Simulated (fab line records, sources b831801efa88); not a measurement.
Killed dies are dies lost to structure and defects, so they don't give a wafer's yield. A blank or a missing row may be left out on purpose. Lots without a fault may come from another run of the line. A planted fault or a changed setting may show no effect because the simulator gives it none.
Problem report in the 8D (eight disciplines) form, filled by code | flow sfq_line | the parts of the form that need people (team, actions taken, sign-off) are left out

1. THE PROBLEM
run_length_s at SFQ_TRILAYER_I3_DEP_PECVD_081 reads a mean of 171.6 s on 5 wafers of 3 lots; wafers without a fault read 139.3 s with a standard deviation of 0.52. That is +62 standard deviations from the usual mean.
The step: deposits SiO2 from SiH4/N2O, time 111.11 s, target thk 500 nm.
First seen on wafer L656.5, day 52 01:26, on pecvd-02. The record holds 42 wafers of 15 lots with a number at this step. Rule for "out", or "out of limits": more than 4 standard deviations from the usual mean. The other wafers with a number count as sound.

2. WHAT IT IS AND WHAT IT IS NOT
question                    | is                                     | is not
which readings at this step | run_length_s                           | heater_power_w, throttle_valve_pct
which lots                  | L656, L657, L661                       | L641, L642, L643, L644, L645, L646, L648, L649, L653, L654, L662, L663
which wafers of those lots  | L656.5, L656.6, L657.5, L657.6, L661.6 | L661.1
read on which tools         | pecvd-02                               | pecvd-01, pecvd-03
when                        | from day 52 01:26                      | up to then (30 sound wafers); but 7 sound wafers of L661, L662, L663 came after

3. SUSPECTS, AND WHAT RULES EACH OUT
Counting: a tool at a process step up to the reading stays a suspect if it ran every lot that is out. Sound lots after the first of them don't rule it out here, since some wafers of a struck lot are sound.
- pecvd-02 at SFQ_TRILAYER_I3_DEP_PECVD_081 (deposits SiO2 from SiH4/N2O, time 111.11 s, target thk 500 nm): kept. It ran every lot that is out, first L656 (day 52 01:26); its last sound lot up to then is L654 (day 51 19:23). Its own readings are out on those wafers: run_length_s.
Left after counting: pecvd-02 at SFQ_TRILAYER_I3_DEP_PECVD_081.

4. THE CAUSE (what the simulator had put in)
Process parameter drift: pecvd-02, from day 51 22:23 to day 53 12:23, at SFQ_TRILAYER_I3_DEP_PECVD_081. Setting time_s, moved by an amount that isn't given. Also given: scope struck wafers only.
Counting left only this tool.

5. THE CHAIN OF EFFECTS, in route order
Each row: a reading whose mean over the struck wafers that have a number lies more than 3 standard deviations from the usual. Only readings for which the record gives a usual standard deviation are gone through. hours: the time from each lot's start at the first step in this table that gives one to its start at this step, as a median over the lots. sigmas: the change in usual standard deviations.
hours | step                          | reading            | usual   | on struck wafers | change | sigmas
0     | SFQ_TRILAYER_I3_DEP_PECVD_081 | run_length_s       | 139.3 s | 171.6            | +32.3  | +62
14    | SFQ_TRILAYER_I3_CMP_CMP_082   | time_to_endpoint_s | 213 s   | 326              | +113   | +15
The process steps in it:
- SFQ_TRILAYER_I3_DEP_PECVD_081: deposits SiO2 from SiH4/N2O, time 111.11 s, target thk 500 nm.
- SFQ_TRILAYER_I3_CMP_CMP_082: polishes SiO2.
Later measuring or inspecting steps at which every struck wafer that the step has a row for has a number for every such reading, and none has moved that far: SFQ_M4_RS_MEAS_924.

6. WHAT WOULD HAVE CAUGHT IT SOONER
In this record the first reading out of limits was taken at day 52 01:26, 3 hours after the fault began at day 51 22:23.
